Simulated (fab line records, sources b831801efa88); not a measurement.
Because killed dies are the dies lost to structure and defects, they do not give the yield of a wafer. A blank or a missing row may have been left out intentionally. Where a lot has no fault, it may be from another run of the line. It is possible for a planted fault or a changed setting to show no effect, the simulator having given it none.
Code-filled problem report in 8D (eight disciplines) form | flow gf180mcu | the parts of the form that need people (team, actions taken, sign-off) are left out

1. WHAT IS WRONG
At GF_VT_IMPLANT_RTA_45, wafer_temp_C_max averages 962.0 over 6 wafers from 2 lots, while fault-free wafers read 1054.2, standard deviation 1.5. Relative to the usual mean, that is a shift of -61 standard deviations.
The step: time 30 s.
Earliest sighting: wafer L584.1 on rtp_anneal-02 at day 12 15:44. The record holds 42 wafers of 14 lots with a number at this step. Rule for "out" (also "out of limits"): further than 4 standard deviations from the usual mean. All remaining wafers that have a number are taken as sound.

2. WHAT IT IS, AND WHAT IT ISN'T
question                    | is                               | is not
which readings at this step | wafer_temp_C_max, lamp_power_pct | -
which lots                  | L584, L585                       | L567, L568, L569, L570, L571, L572, L573, L574, L576, L578, L579, L580
which wafers of those lots  | all that have a number           | -
read on which tools         | rtp_anneal-02                    | rtp_anneal-01
when                        | from day 12 15:44                | up to then (36 sound wafers)

3. WHAT RULES OUT EACH SUSPECT
Counting: a tool at any process step up to the reading remains a suspect when it ran all the lots that are out and ran no sound lot after the first of those.
- rtp_anneal-02 at GF_VT_IMPLANT_RTA_45 (time 30 s): kept. Every lot that is out went through it, starting with L584 (day 12 15:44), and after that it ran no sound lot; the last sound lot it ran before then is L580 (day 11 09:33). Out on those wafers are its own readings of lamp_power_pct, wafer_temp_C_max.
After counting, what remains is rtp_anneal-02 at GF_VT_IMPLANT_RTA_45.

4. THE CAUSE (what the simulator had put in)
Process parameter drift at GF_VT_IMPLANT_RTA_45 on rtp_anneal-02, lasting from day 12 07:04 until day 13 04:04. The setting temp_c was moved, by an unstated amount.
After counting, this tool was the only one left.

5. SEQUENCE OF EFFECTS, ordered by route
One row per reading whose mean, taken over the struck wafers that have a number, lies over 3 standard deviations from the usual. Scope: only readings with a usual standard deviation given in the record; hours: median across lots of the time from each lot's start at the first step in this table that gives one to its start at this step; sigmas: change in usual standard deviations.
hours | step                 | reading          | usual  | on struck wafers | change | sigmas
0     | GF_VT_IMPLANT_RTA_45 | lamp_power_pct   | 30.2 % | 22.8             | -7.4   | -6.7
0     | GF_VT_IMPLANT_RTA_45 | wafer_temp_C_max | 1054.2 | 962.0            | -92.2  | -61
It contains these process steps:
- GF_VT_IMPLANT_RTA_45: time 30 s.
At these later measuring or inspecting steps, every struck wafer for which the step has a row has a number for every such reading, and none has moved that far: GF_HV_LDD_CD_MEAS_46.

6. HOW IT WOULD HAVE BEEN CAUGHT EARLIER
In this record the first reading out of limits was taken at day 12 15:44, 9 hours after the fault began at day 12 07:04.
